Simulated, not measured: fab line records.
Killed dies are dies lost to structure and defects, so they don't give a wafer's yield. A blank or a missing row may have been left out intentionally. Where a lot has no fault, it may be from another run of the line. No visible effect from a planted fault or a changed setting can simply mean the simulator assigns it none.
What tool caused it? -- flow sfq_line -- 18 wafers from 6 lots sampled at 4 of the route's 325 steps

WHAT THE GAUGES READ, wafer by wafer
SFQ_I7_BOW_MEAS_946.
lot,measured,on,I7_BOW (um)
L505,day 77 06:32,film_metro-01,13 7 8
L507,day 77 21:25,film_metro-04,1 6 7
L512,day 78 12:22,film_metro-03,8 11 11
L515,day 78 21:53,film_metro-04,11 9 6 - - -
L524,day 87 05:23,film_metro-01,18 11 18
L526,day 87 15:35,film_metro-01,13 -7 8

WHAT TOOL EACH LOT RAN ON (gives the tool, then ch and the chambers of the sampled wafers, and finally the start)
lot,SFQ_TRILAYER_A5B_CMP_CMP_130,SFQ_TRILAYER_M7_STRIP_STRIP_181,SFQ_TRILAYER_I7_CMP_CMP_184
L505,"cmp-01 ch 0,2, day 60 15:14","rie_metal-01 ch 0, day 76 22:46","cmp-01 ch 1,3, day 77 03:32"
L507,"cmp-02 ch 0,2, day 60 20:01","rie_metal-02 ch 0,1, day 77 03:35","cmp-02 ch 0,1,3, day 77 18:52"
L512,"cmp-02 ch 0,2,3, day 65 18:37","rie_metal-01 ch 0,1, day 77 16:35","cmp-02 ch 0,1, day 78 09:22"
L515,"cmp-02 ch 0,1,3, day 66 07:21","rie_metal-01 ch 0,1, day 78 03:38","cmp-01 ch 0,1, day 78 18:51"
L524,"cmp-02 ch 2,3, day 70 10:49","rie_metal-03 ch 0,1, day 87 00:50","cmp-02 ch 0,1, day 87 02:53"
L526,"cmp-02 ch 0,1,2, day 71 00:59","rie_metal-03 ch 0,1, day 87 11:44","cmp-02 ch 1,2,3, day 87 12:35"
- SFQ_TRILAYER_A5B_CMP_CMP_130: polishes, stops on Nb, target thk 340.7 nm.
- SFQ_TRILAYER_M7_STRIP_STRIP_181: strips in O2.
- SFQ_TRILAYER_I7_CMP_CMP_184: polishes SiO2.

THE ANSWER, worked out from the rows above alone
Rule: what is usual is taken from the lots themselves. Put in order of their means at a reading, lots are off if they are a third of the lots or fewer, leave a main group of 4 or more, and stand apart from it by a gap of 3 or more times the standard deviation of the main group's means; of several such gaps the widest counts. If all means in a main group match to the digits the tables above print for the reading, that group is not used. A lot without any number at a reading at which 4 lots or more have one is off too. Any other lot the step has rows for is counted as sound.
No lot is off at any reading shown: from this, nothing can be told.

WHAT HAD BEEN PUT IN BY THE SIMULATOR
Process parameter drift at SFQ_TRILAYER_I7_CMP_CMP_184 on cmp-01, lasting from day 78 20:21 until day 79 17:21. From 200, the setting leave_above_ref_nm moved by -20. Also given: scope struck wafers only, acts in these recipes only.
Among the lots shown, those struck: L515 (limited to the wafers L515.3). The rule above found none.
